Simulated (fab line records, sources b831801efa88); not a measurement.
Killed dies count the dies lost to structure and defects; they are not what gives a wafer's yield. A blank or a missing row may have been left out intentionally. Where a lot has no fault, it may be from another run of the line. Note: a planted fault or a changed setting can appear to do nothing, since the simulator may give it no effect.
One fault seen from 2 desks    flow sky130    only its own numbers are on each desk; what lay behind them is given at the end

== DESK OF THE TOOL OWNER: implanter-04 ==
SKY_NWELL_IMPLANT_12, tool's own readings: per-lot mean of the sampled wafers with a number, covering each lot this tool ran. If a lot's mean is further than 4 standard deviations from the usual mean, the lot is out of limits and carries the mark OUT (the distance appears in the brackets).
Columns: A = beam_on_s at SKY_NWELL_IMPLANT_12, usual 10.00 s; B = dose_ions_cm2 at SKY_NWELL_IMPLANT_12, usual 1.3001e+12; C = faraday_current_uA at SKY_NWELL_IMPLANT_12, usual 7.33
lot   first seen here  A      B                             C
L730  day 4 20:43      10.31  1.3011e+12                    7.13
L731  day 5 03:56      9.97   1.3004e+12                    7.34
L735  day 6 01:19      9.68   1.2990e+12                    7.56
L737  day 6 16:43      10.03  1.9804e+12 (+99 or more) OUT  11.14 (+27) OUT
L738  day 7 00:16      9.99   1.9795e+12 (+99 or more) OUT  11.19 (+28) OUT
This desk's verdict: out of limits on L737, L738, starting with L737 at day 6 16:43 (dose_ions_cm2 at SKY_NWELL_IMPLANT_12). In limits: L730, L731, L735.

== THE METROLOGY DESK ==
Lot by lot, what the gauges showed, no matter which tool ran the lot: averages of those sampled wafers that carry a number. If a lot's mean is further than 4 standard deviations from the usual mean, the lot is out of limits and carries the mark OUT (the distance appears in the brackets).
Columns: A = NWELL_RS at SKY_NWELL_RS_MEAS_29, usual 624.4 ohm/sq; B = LDD_LDN_OVL at SKY_LDD_LDN_OVL_MEAS_07, usual 0.4 nm; C = LI_CONTACT_W_THK at SKY_LI_CONTACT_THK_MEAS_23, usual 393 nm; D = CONTACT_HDPCVD_THK at SKY_CONTACT_THK_MEAS_03, usual 569 nm
lot   first seen here  A                B     C    D
L730  day 5 15:48      626.7            -1.3  393  562
L731  day 5 22:58      625.7            0.7   398  568
L734  day 6 14:33      624.4            2.3   380  569
L735  day 6 21:22      625.0            0.1   387  572
L736  day 7 02:14      624.1            2.3   399  571
L737  day 7 13:33      605.9 (-12) OUT  -0.6  398  570
L738  day 7 21:26      609.2 (-10) OUT  0.1   389  569
L742  day 8 15:11      624.5            0.6   397  572
L743  day 8 20:24      623.0            0.3   394  570
L746  day 9 15:24      623.7            0.3   389  569
L747  day 9 21:20      623.5            0.1   398  571
L748  day 10 10:18     624.7            0.6   383  584
L750  day 10 17:53     623.0            1.4   393  566
Per this desk, out of limits: L737, L738; the first was L737, day 7 13:33 (NWELL_RS at SKY_NWELL_RS_MEAS_29). In limits: L730, L731, L734, L735, L736, L742, L743, L746, L747, L748, L750.

== ALL TOGETHER ==
The tool owner's desk could have raised an alarm at day 6 16:43, on L737, L738.
The metrology desk could have raised an alarm at day 7 13:33, on L737, L738.
Every lot named ran SKY_NWELL_IMPLANT_12 on implanter-04.

== WHAT THE SIMULATOR HAD INSERTED ==
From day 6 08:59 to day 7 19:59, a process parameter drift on implanter-04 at SKY_NWELL_IMPLANT_12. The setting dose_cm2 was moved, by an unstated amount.
Shown lots that were struck: L737, L738.
Hours from the fault's start to each desk's first reading out of limits: the tool owner's desk, 8; the metrology desk, 29.
